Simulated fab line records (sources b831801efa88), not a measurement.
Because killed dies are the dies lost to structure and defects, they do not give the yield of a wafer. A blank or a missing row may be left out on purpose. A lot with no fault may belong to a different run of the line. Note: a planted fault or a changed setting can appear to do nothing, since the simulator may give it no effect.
One fault through the eyes of 2 desks / flow gf180mcu / every desk sees just its own numbers, and what lay behind them comes last

AT THE TOOL OWNER'S DESK: rieDiel-03
The tool's own readings at GF_HV_LDD_ETCHBACK_58 (etches Si3N4 in CH3F/O2, stops on SiO2, time 100 s, target depth 90 nm): means of the sampled wafers that have a number, for each lot that ran on this tool. If a lot's mean is further than 4 standard deviations from the usual mean, the lot is out of limits and carries the mark OUT (the distance appears in the brackets).
Columns: A = O2_flow_sccm at GF_HV_LDD_ETCHBACK_58, usual 30.00 sccm; B = biasW at GF_HV_LDD_ETCHBACK_58, usual 80.01 W; C = drypumpMotorCurrentA at GF_HV_LDD_ETCHBACK_58, usual 5.8 A; D = oesProductAu at GF_HV_LDD_ETCHBACK_58, usual 0.843 a.u.; E = throttleValvePct at GF_HV_LDD_ETCHBACK_58, usual 10.560 %
lot=L272; first seen here=day 12 14:01; A=29.95; B=79.94; C=5.5; D=0.836; E=10.562
lot=L273; first seen here=day 12 23:19; A=29.96; B=80.14; C=5.5; D=0.843; E=10.560
lot=L276; first seen here=day 13 18:42; A=29.98; B=80.28; C=5.5; D=0.840; E=10.552
lot=L283; first seen here=day 16 14:22; A=29.98; B=71.14 (-37) OUT; C=5.6; D=0.838; E=10.554
lot=L287; first seen here=day 17 13:21; A=29.99; B=71.15 (-37) OUT; C=5.5; D=0.847; E=10.564
lot=L294; first seen here=day 20 23:48; A=30.09; B=80.15; C=5.5; D=0.844; E=10.566
Finding of this desk: L283, L287 out of limits; the first was L283 at day 16 14:22, on biasW at GF_HV_LDD_ETCHBACK_58. L272, L273, L276, L294: within limits.

THE METROLOGY DESK
What the gauges read for every lot (on any tool): the sampled wafers with a number, averaged. If a lot's mean is further than 4 standard deviations from the usual mean, the lot is out of limits and carries the mark OUT (the distance appears in the brackets).
Columns: A = cdNm at GF_POLY_GATE_CD_MEAS_18, usual 280.2 nm; B = V2_OVL at GF_V2_OVL_MEAS_15, usual 1 nm; C = V3_OVL at GF_V3_OVL_MEAS_15, usual -2 nm
lot=L272; first seen here=day 9 09:05; A=282.8; B=-4; C=2
lot=L271; first seen here=day 9 10:41; A=279.8; B=6; C=-4
lot=L273; first seen here=day 9 17:14; A=280.3; B=5; C=-6
lot=L274; first seen here=day 9 22:55; A=282.4; B=4; C=-4
lot=L276; first seen here=day 10 11:11; A=279.4; B=3; C=-9
lot=L281; first seen here=day 12 19:17; A=280.9; B=-2; C=1
lot=L283; first seen here=day 12 22:29; A=280.1; B=-6; C=2
lot=L285; first seen here=day 13 14:51; A=281.2; B=1; C=-5
lot=L286; first seen here=day 13 14:51; A=281.2; B=1; C=4
lot=L287; first seen here=day 13 19:31; A=279.5; B=0; C=-4
lot=L288; first seen here=day 14 02:32; A=283.3; B=-5; C=-1
lot=L292; first seen here=day 15 22:25; A=279.9; B=-2; C=-8
lot=L293; first seen here=day 15 22:27; A=279.9; B=7; C=-1
lot=L294; first seen here=day 16 19:27; A=277.9; B=-2; C=2
Finding of this desk: none of the 14 lots has anything out of limits.

BROUGHT TOGETHER
At day 16 14:22, on L283, L287, the tool owner's desk was in a position to raise an alarm.
Nothing out of limits was seen by the metrology desk.
The metrology desk has L283, L287 on record, within its limits.
On rieDiel-03, each named lot ran GF_HV_LDD_ETCHBACK_58.

WHAT THE SIMULATOR HAD INSERTED
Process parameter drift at GF_HV_LDD_ETCHBACK_58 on rieDiel-03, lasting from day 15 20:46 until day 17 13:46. Setting biasW shifted by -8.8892 from 80. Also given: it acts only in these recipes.
Shown lots that were struck: L283, L287.
How many hours passed from the start of the fault until each desk's first out-of-limits reading: the tool owner's desk, 18.
